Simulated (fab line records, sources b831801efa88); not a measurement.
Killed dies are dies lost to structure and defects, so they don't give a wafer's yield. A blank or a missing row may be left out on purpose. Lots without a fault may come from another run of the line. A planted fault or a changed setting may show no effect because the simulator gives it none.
Split-lot experiment | flow sky130 | 5 lots, 23 wafers read, on a route of 708 steps

THE SPLIT
At SKY_METAL2_SPUTTER_02 (material AlCu, target thk 250 nm, time 13.3 s), the setting power_w was moved away from the recipe's 10600 W on 6 of the 23 wafers read, by -8.0% to +7.5%. The other wafers ran this setting at the recipe's value.

FROM THE SPLIT TO THE READING: what the file shows between them, 3 steps
- SKY_METAL2_SPUTTER_03: material Ti, target thk 5 nm, time 3.3 s
- SKY_METAL2_SPUTTER_04: material TiN, target thk 70 nm, time 58.3 s
- SKY_METAL2_RS_MEAS_05: measures by four-point-probe

THE READING
METAL2_ALCU_THK, in nm, at SKY_METAL2_THK_MEAS_06 (measures by xrf). Fault-free wafers of this fab line usually give 251 nm, standard deviation 3.5 nm.

wafer  | tool, chamber at the split | power_w as run, W | against the recipe | METAL2_ALCU_THK, nm | against lot-mates on the recipe
L077.1 | pvd_sputter-02, -          | 10600             | recipe             | 247                 | -
L077.2 | pvd_sputter-02, -          | 10600             | recipe             | 246                 | -
L077.3 | pvd_sputter-02, -          | 10600             | recipe             | 250                 | -
L077.4 | pvd_sputter-02, -          | 10600             | recipe             | 250                 | -
L077.5 | pvd_sputter-02, -          | 10600             | recipe             | 251                 | -
L079.1 | pvd_sputter-02, -          | 10600             | recipe             | 254                 | -
L079.2 | pvd_sputter-02, -          | 10150             | -4.2%              | 233                 | -17
L079.3 | pvd_sputter-02, -          | 10150             | -4.2%              | 240                 | -10
L079.4 | pvd_sputter-02, -          | 10600             | recipe             | 252                 | -
L079.5 | pvd_sputter-02, -          | 10600             | recipe             | 245                 | -
L080.2 | pvd_sputter-03, -          | 9756              | -8.0%              | 237                 | -19
L080.3 | pvd_sputter-03, -          | 10600             | recipe             | 255                 | -
L080.4 | pvd_sputter-03, -          | 9756              | -8.0%              | 237                 | -19
L080.5 | pvd_sputter-03, -          | 10600             | recipe             | 258                 | -
L080.6 | pvd_sputter-03, -          | 10600             | recipe             | 254                 | -
L083.1 | pvd_sputter-01, -          | 11400             | +7.5%              | 274                 | +21
L083.3 | pvd_sputter-01, -          | 10600             | recipe             | 251                 | -
L083.4 | pvd_sputter-01, -          | 11400             | +7.5%              | 271                 | +18
L083.5 | pvd_sputter-01, -          | 10600             | recipe             | 254                 | -
L083.6 | pvd_sputter-01, -          | 10600             | recipe             | 255                 | -
L085.1 | pvd_sputter-01, -          | 10600             | recipe             | 252                 | -
L085.2 | pvd_sputter-01, -          | 10600             | recipe             | 251                 | -
L085.4 | pvd_sputter-01, -          | 10600             | recipe             | 247                 | -

THE FIT
A straight line over all 23 wafers: METAL2_ALCU_THK changes by +2.44 nm for each +1% of power_w; r = +0.91; the points scatter about the line by 4 nm.
The same after taking each lot's own level away (the mean of its wafers on the recipe; 23 wafers): +2.54 nm for each +1%; r = +0.96; scatter 2.6 nm.
On that fit, the largest move of power_w shifts the reading by 20 nm.
The lots' own levels span 248.8 to 255.7 nm, that is 2.0 times the standard deviation above.
So the lot-to-lot level changes the slope little: the two slopes agree.
Check: with one of the wafers moved furthest among these (-8.0%) left out of the fit, the line predicts -20.9 nm for it against its lot-mates. It came out at -18.7 nm against them.

OTHER SPLITS ON THESE WAFERS
These wafers also went through other splits before the reading. Each is held against what the fit with the lots' levels taken away leaves over:
other split on the same wafers          | wafers away from the commonest value | r with METAL2_ALCU_THK (lot level and that fit taken away)
SKY_VIA1_HDPCVD_00 time_s               | 5                                    | -0.29
SKY_VIA1_COAT_07 spin_rpm               | 6                                    | +0.05
SKY_VIA1_DEVELOP_11 develop_time_s      | 8                                    | +0.29
SKY_VIA1_SPUTTER_20 chamber_pressure_pa | 15                                   | +0.04

THE WHOLE CHAIN: every reading that the file lists as answering this split, in the file's order
step                   | what it does                                  | reading                                                                           | change (the file's fit)              | r (the file's)
SKY_METAL2_SPUTTER_02  | material AlCu, target thk 250 nm, time 13.3 s | AlCu_of_METAL2_SPUTTER_02.thk_nm (the simulator's own value, which no gauge read) | +2.36 nm for each +1% of the setting | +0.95
SKY_METAL2_RS_MEAS_05  | measures by four-point-probe                  | METAL2_ALCU_RS                                                                    | -0.00123 for each +1% of the setting | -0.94
SKY_METAL2_THK_MEAS_06 | measures by xrf                               | METAL2_ALCU_THK                                                                   | +2.54 for each +1% of the setting    | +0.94

THE FILE'S OWN FIT
METAL2_ALCU_THK changes by +2.54 nm for each +1% of power_w, r = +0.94.
